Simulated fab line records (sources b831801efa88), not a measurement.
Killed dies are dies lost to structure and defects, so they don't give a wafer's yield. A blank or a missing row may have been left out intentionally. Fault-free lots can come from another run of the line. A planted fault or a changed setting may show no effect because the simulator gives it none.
Struck lot and sound lot, side by side || flow sky130 || 30 out of 708 route steps
Sound: wafers L274.2, L274.3, L274.4. Wafers L277.1, L277.2, L277.3 were the ones struck. The cause is named last.
For every step that has rows: the tool of each side, followed by ch and its chambers, followed by its first start. Under that, the readings that differ: sound wafers || struck wafers || difference of the means || sigmas: that difference in standard deviations of wafers without a fault.
alike: a reading whose means differ by less than 2 such deviations, as well as words and numbers matching on both sides. not compared: withheld readings; readings where some wafer has no value; bounds like >300 that might hide an equal value; numbers whose values overlap and for which the record gives no deviation.
The two part at a step that has a row with sigmas, a row that says differs or no value, or rows on one side only. Numbers that have no deviation but don't overlap get no sigmas and don't part them. Lack of a reading on every wafer of one side parts them only where that side has two or more wafers.

SKY_PWDE_STRIP_09: strips in O2/N2.
  sound on plasma-asher-02 ch 0,1, day 5 08:52; struck on plasma-asher-01 ch 0,1, day 6 00:00
  alike: chamber-pressure-mTorr, drypump-motor-current-A, o2-flow-sccm, oes-product-au, strip-time-to-endpoint-s
  not compared: rf-hours-counter-h
SKY_PWDE_TW_MEAS_10:
  sound: film-metro-02 at day 5 08:59; struck: film-metro-03 at day 6 00:06
  alike: PWDE_TW
then, 7 steps without rows for these wafers: SKY_NWELL_DEHYDRATE_03 (time 60 s); SKY_NWELL_HMDS_04 (prime time 60 s); SKY_NWELL_COAT_05 (resist thk 3000 nm); SKY_NWELL_SOFTBAKE_06; SKY_NWELL_EXPOSE_07 (exposes mask NWM, target cd 840 nm); SKY_NWELL_PEB_08; SKY_NWELL_DEVELOP_09 (develop time 60 s).
SKY_NWELL_OVL_MEAS_10:
  sound: overlay-02 at day 6 03:44; struck: overlay-02 at day 6 20:11
  alike: NWELL_00_OVL
then, 2 steps without rows for these wafers: SKY_NWELL_IMPLANT_11; SKY_NWELL_IMPLANT_12.
SKY_NWELL_IMPLANT_13:
  sound on implanter-01 ch 0, day 6 04:05; struck on implanter-01 ch 0, day 6 20:31
{"reading": "dose-ions-cm2", "sound": "7.004e+11 6.998e+11 7.005e+11", "struck": "3.715e+11 3.737e+11 3.71e+11", "difference": -3.282e+11, "sigmas": "-99 or more"}
{"reading": "faraday-current-uA", "sound": "4.09 3.95 4.03", "struck": "2.07 2.08 2.13", "difference": -1.93, "sigmas": -23}
  alike: beam-energy-keV
SKY_NWELL_STRIP_14: strips in O2/N2.
  sound on plasma-asher-03 ch 0,1, day 6 04:13; struck on plasma-asher-01 ch 0,1, day 6 20:40
  alike: chamber-pressure-mTorr, drypump-motor-current-A, o2-flow-sccm, oes-product-au, strip-time-to-endpoint-s
  not compared: rf-hours-counter-h
SKY_NWELL_TW_MEAS_15:
  sound: film-metro-03 at day 6 04:20; struck: film-metro-03 at day 6 20:46
  alike: NWELL_TW
then, 7 steps without rows for these wafers: SKY_NWELL_DEHYDRATE_16 (time 60 s); SKY_NWELL_HMDS_17 (prime time 60 s); SKY_NWELL_COAT_18 (resist thk 3000 nm); SKY_NWELL_SOFTBAKE_19; SKY_NWELL_EXPOSE_20 (exposes mask NWM COMPLEMENT, target cd 840 nm); SKY_NWELL_PEB_21; SKY_NWELL_DEVELOP_22 (develop time 60 s).
SKY_NWELL_OVL_MEAS_23:
  sound: overlay-02 at day 7 00:01; struck: overlay-01 at day 7 16:49
  alike: NWELL_01_OVL
following that, these wafers have no rows for 1 step: SKY_NWELL_IMPLANT_24.
SKY_NWELL_STRIP_25: strips in O2/N2.
  sound on plasma-asher-01 ch 0,1, day 7 00:12; struck on plasma-asher-02 ch 0,1, day 7 17:00
  alike: chamber-pressure-mTorr, drypump-motor-current-A, o2-flow-sccm, oes-product-au, strip-time-to-endpoint-s
  not compared: rf-hours-counter-h
SKY_NWELL_TW_MEAS_26:
  sound: film-metro-02 at day 7 00:19; struck: film-metro-03 at day 7 17:06
{"reading": "NWELL_2_TW", "sound": "492 493 495", "struck": "505 503 506", "difference": "+11", "sigmas": "+3"}
then, 1 step without rows for these wafers: SKY_NWELL_CLEAN_27 (cleans in SC1/SC2, time 150 s).
SKY_NWELL_RTA_28: time 30 s.
  sound on rtp-anneal-02 ch 0, day 7 00:26; struck on rtp-anneal-02 ch 0, day 7 17:13
{"reading": "wafer_temp_C_max", "sound": "1056.9 1056.3 1054.7", "struck": "1052.8 1053.6 1053.2", "difference": -2.8, "sigmas": -3}
  alike: lamp-power-pct, ramp-up-c-per-s
SKY_NWELL_RS_MEAS_29: uses a four-point probe to measure.
  sound: film-metro-03 at day 7 00:32; struck: film-metro-01 at day 7 17:19
{"reading": "NWELL_RS (ohm/sq)", "sound": "624.5 625.3 624.7", "struck": "639.0 636.7 636.2", "difference": "+12.5", "sigmas": "+7"}
-- the record jumps here: 41 days lie between the struck wafers' starts before and after (it left off in module NWELL and takes up again in module PAD_OPEN, whose first step shown is number 708 of the route) --
SKY_PAD_OPEN_PROBE_99:
  sound: prober-02 at day 47 19:42; struck: prober-02 at day 48 07:25
{"reading": "model.etest.nfet_16v.r-on-ohm-um", "sound": "1.401e+04 1.42e+04 1.402e+04", "struck": "1.498e+04 1.493e+04 1.469e+04", "difference": "+7.900e+02", "sigmas": ""}
{"reading": "model.etest.pfet-g5v0d10v5.r-on-ohm-um", "sound": "4797 4788 4709", "struck": "4598 4592 4532", "difference": -191, "sigmas": ""}
{"reading": "model.etest.tip_p_5v.rs-ohm-sq", "sound": "2840 2819 2834", "struck": "2756 2781 2779", "difference": -59, "sigmas": ""}
{"reading": "model.etest.pfet-g5v0d10v5.drive-ua-um", "sound": "342.5 338.8 344.6", "struck": "352 357.4 359.9", "difference": "+14", "sigmas": ""}
{"reading": "model.etest.pfet_01v8_lvt.drive-ua-um", "sound": "172.2 172.5 173.3", "struck": "183.4 186.5 190.4", "difference": "+14.1", "sigmas": ""}
{"reading": "model.etest.pfet_01v8_mvt.drive-ua-um", "sound": "151.3 150.8 152.3", "struck": "153.2 155.1 160.2", "difference": "+4.7", "sigmas": ""}
{"reading": "model.etest.pfet-g5v0d10v5.off-log10-a-um", "sound": "-12.94 -12.62 -12.6", "struck": "-10.61 -10.58 -10.34", "difference": "+2.21", "sigmas": ""}
{"reading": "model.etest.pfet_01v8_lvt.off-log10-a-um", "sound": "-8.933 -8.808 -8.805", "struck": "-7.202 -7.181 -7.098", "difference": "+1.688", "sigmas": ""}
  alike: killed_at_M0_to_M3, killed_at_M4_up, killed-at-contacts, killed-at-front-end, killed-at-other, killed-dies, killed-open, killed-short

== WHERE THEY PART ==
First at SKY_NWELL_IMPLANT_13; last, within this record, at SKY_NWELL_RS_MEAS_29. Later steps at which nothing parts them and some readings are alike: SKY_PAD_OPEN_PROBE_99.

WHY: whatever the simulator had introduced
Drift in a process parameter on implanter-01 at SKY_NWELL_IMPLANT_13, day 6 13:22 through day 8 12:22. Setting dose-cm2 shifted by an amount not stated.
